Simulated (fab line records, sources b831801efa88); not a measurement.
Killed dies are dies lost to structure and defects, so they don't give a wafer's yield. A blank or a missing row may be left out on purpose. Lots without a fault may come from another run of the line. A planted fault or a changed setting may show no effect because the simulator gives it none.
Problem report in the 8D (eight disciplines) form, filled by code | flow sky130 | the parts of the form that need people (team, actions taken, sign-off) are left out

1. THE PROBLEM
NWELL_2_TW at SKY_NWELL_TW_MEAS_26 reads a mean of 462 on 3 wafers of 3 lots; wafers without a fault read 495 with a standard deviation of 3.5. That is -9.4 standard deviations from the usual mean.
First seen on wafer L525.2, day 8 01:31, on film_metro-04. The record holds 33 wafers of 12 lots with a number at this step. Rule for "out", or "out of limits": more than 4 standard deviations from the usual mean. The other wafers with a number count as sound.

2. WHAT IT IS AND WHAT IT IS NOT
question                    | is                                          | is not
which readings at this step | NWELL_2_TW                                  | -
which lots                  | L525, L526, L527                            | L514, L519, L520, L521, L522, L523, L534, L535, L536
which wafers of those lots  | L525.2, L526.2, L527.2                      | L525.4, L526.3, L527.3
read on which gauges        | film_metro-01, film_metro-03, film_metro-04 | -
when                        | from day 8 01:31                            | up to then (19 sound wafers); but 11 sound wafers of L526, L527, L534, L535, L536 came after

3. SUSPECTS, AND WHAT RULES EACH OUT
Counting: a tool at a process step up to the reading stays a suspect if it ran every lot that is out. Sound lots after the first of them don't rule it out here, since some wafers of a struck lot are sound.
- the gauge at SKY_NWELL_TW_MEAS_26: ruled out. The wafers that are out were read on 3 gauges (film_metro-01, film_metro-03, film_metro-04).
- implanter-02 at SKY_NWELL_IMPLANT_24: kept. It ran every lot that is out, first L525 (day 8 01:16); its last sound lot up to then is L522 (day 7 08:06). Its own readings are out on those wafers: beam_on_s, faraday_current_uA.
Left after counting: implanter-02 at SKY_NWELL_IMPLANT_24.

4. THE CAUSE (what the simulator had put in)
Process parameter drift: implanter-02, from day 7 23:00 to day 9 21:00, at SKY_NWELL_IMPLANT_24. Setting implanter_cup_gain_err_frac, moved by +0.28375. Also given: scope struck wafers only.
Counting left only this tool.

5. THE CHAIN OF EFFECTS, in route order
Each row: a reading whose mean over the struck wafers that have a number lies more than 3 standard deviations from the usual. Only readings for which the record gives a usual standard deviation are gone through. hours: the time from each lot's start at the first step in this table that gives one to its start at this step, as a median over the lots. sigmas: the change in usual standard deviations.
hours | step                 | reading            | usual   | on struck wafers | change | sigmas
0     | SKY_NWELL_IMPLANT_24 | beam_on_s          | 10.00 s | 7.68             | -2.32  | -12
0     | SKY_NWELL_IMPLANT_24 | faraday_current_uA | 51.9    | 67.5             | +15.6  | +16
0     | SKY_NWELL_TW_MEAS_26 | NWELL_2_TW         | 495     | 462              | -33    | -9.4
The process steps in it:
- SKY_NWELL_IMPLANT_24
Later measuring or inspecting steps at which every struck wafer that the step has a row for has a number for every such reading, and none has moved that far: SKY_VT_ADJUST_LVTN_OVL_MEAS_07.

6. WHAT WOULD HAVE CAUGHT IT SOONER
In this record the first reading out of limits at a measuring or inspecting step was taken at day 8 01:31, 3 hours after the fault began at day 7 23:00.
The tool's own readings at SKY_NWELL_IMPLANT_24 were out on every struck wafer that the step has a row for (beam_on_s, faraday_current_uA): an alarm limit on them would have fired on the first of those.
Of the lots that are out (3), L526, L527 began SKY_NWELL_IMPLANT_24 on implanter-02 after day 8 01:31. A hold on the tool at that time would have spared those 2.
